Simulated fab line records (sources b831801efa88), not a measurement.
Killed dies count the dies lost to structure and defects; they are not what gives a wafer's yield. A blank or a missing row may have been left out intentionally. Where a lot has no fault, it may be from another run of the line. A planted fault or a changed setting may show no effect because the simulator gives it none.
The tool behind it: which one? :: flow gf180mcu :: 12 lots with 36 wafers sampled at 3 steps, on a route of 602 steps

WHAT EACH GAUGE READ, for each wafer
GF_M3_CD_MEAS_14 targets a cd of 280 nm.
lot: L075
measured: day 21 13:48
on: cd_sem-01
cd_nm (nm): 277.4 277.5 278.3

lot: L077
measured: day 22 07:12
on: cd_sem-02
cd_nm (nm): 280.1 280.4 279.0

lot: L079
measured: day 23 06:01
on: cd_sem-02
cd_nm (nm): 280.9 281.4 281.2

lot: L081
measured: day 23 20:24
on: cd_sem-01
cd_nm (nm): 277.8 277.7 278.4

lot: L083
measured: day 24 13:55
on: cd_sem-01
cd_nm (nm): 278.8 279.4 279.7

lot: L085
measured: day 25 07:28
on: cd_sem-01
cd_nm (nm): 279.9 281.3 280.2

lot: L087
measured: day 25 23:00
on: cd_sem-01
cd_nm (nm): 279.9 279.5 279.6

lot: L089
measured: day 26 20:37
on: cd_sem-01
cd_nm (nm): 279.2 278.5 279.3

lot: L091
measured: day 27 10:22
on: cd_sem-01
cd_nm (nm): 280.7 279.0 280.0

lot: L093
measured: day 28 11:43
on: cd_sem-01
cd_nm (nm): 278.9 279.3 278.8

lot: L095
measured: day 28 18:19
on: cd_sem-01
cd_nm (nm): 280.4 280.8 278.7

lot: L097
measured: day 29 03:33
on: cd_sem-01
cd_nm (nm): 280.0 279.5 280.2

WHAT TOOL EACH LOT RAN ON (gives the tool, then ch and the chambers of the sampled wafers, and finally the start)
lot: L075
GF_V2_STRIP_18: plasma_asher-03 ch 0,1, day 20 12:40
GF_M3_SPUTTER_03: pvd_sputter-02, day 20 14:01

lot: L077
GF_V2_STRIP_18: plasma_asher-01 ch 0,1, day 21 06:04
GF_M3_SPUTTER_03: pvd_sputter-04, day 21 07:28

lot: L079
GF_V2_STRIP_18: plasma_asher-01 ch 0,1, day 22 04:55
GF_M3_SPUTTER_03: pvd_sputter-04, day 22 06:19

lot: L081
GF_V2_STRIP_18: plasma_asher-02 ch 0,1, day 22 21:10
GF_M3_SPUTTER_03: pvd_sputter-02, day 22 22:35

lot: L083
GF_V2_STRIP_18: plasma_asher-01 ch 0,1, day 23 14:34
GF_M3_SPUTTER_03: pvd_sputter-03, day 23 15:58

lot: L085
GF_V2_STRIP_18: plasma_asher-01 ch 0,1, day 24 08:28
GF_M3_SPUTTER_03: pvd_sputter-04, day 24 09:51

lot: L087
GF_V2_STRIP_18: plasma_asher-01 ch 0,1, day 24 22:50
GF_M3_SPUTTER_03: pvd_sputter-02, day 25 01:22

lot: L089
GF_V2_STRIP_18: plasma_asher-03 ch 0,1, day 25 22:14
GF_M3_SPUTTER_03: pvd_sputter-03, day 25 23:41

lot: L091
GF_V2_STRIP_18: plasma_asher-02 ch 0,1, day 26 07:52
GF_M3_SPUTTER_03: pvd_sputter-03, day 26 09:16

lot: L093
GF_V2_STRIP_18: plasma_asher-02 ch 0,1, day 26 20:11
GF_M3_SPUTTER_03: pvd_sputter-02, day 26 21:37

lot: L095
GF_V2_STRIP_18: plasma_asher-03 ch 0,1, day 27 12:20
GF_M3_SPUTTER_03: pvd_sputter-04, day 27 13:46

lot: L097
GF_V2_STRIP_18: plasma_asher-02 ch 0,1, day 28 14:59
GF_M3_SPUTTER_03: pvd_sputter-04, day 28 16:35
- GF_V2_STRIP_18: strips in O2/N2.
- GF_M3_SPUTTER_03: material Ti, target thk 10 nm, time 6.7 s.

THE ANSWER, worked out from the rows above alone
Rule: what is usual is taken from the lots themselves. Put in order of their means at a reading, lots are off if they are a third of the lots or fewer, leave a main group of 4 or more, and stand apart from it by a gap of 3 or more times the standard deviation of the main group's means; of several such gaps the widest counts. If all means in a main group match to the digits the tables above print for the reading, that group is not used. A lot without any number at a reading at which 4 lots or more have one is off too. All remaining lots with rows at the step are treated as sound.
None of the lots is off at any reading shown; this tells nothing.

WHAT HAD BEEN PUT IN BY THE SIMULATOR
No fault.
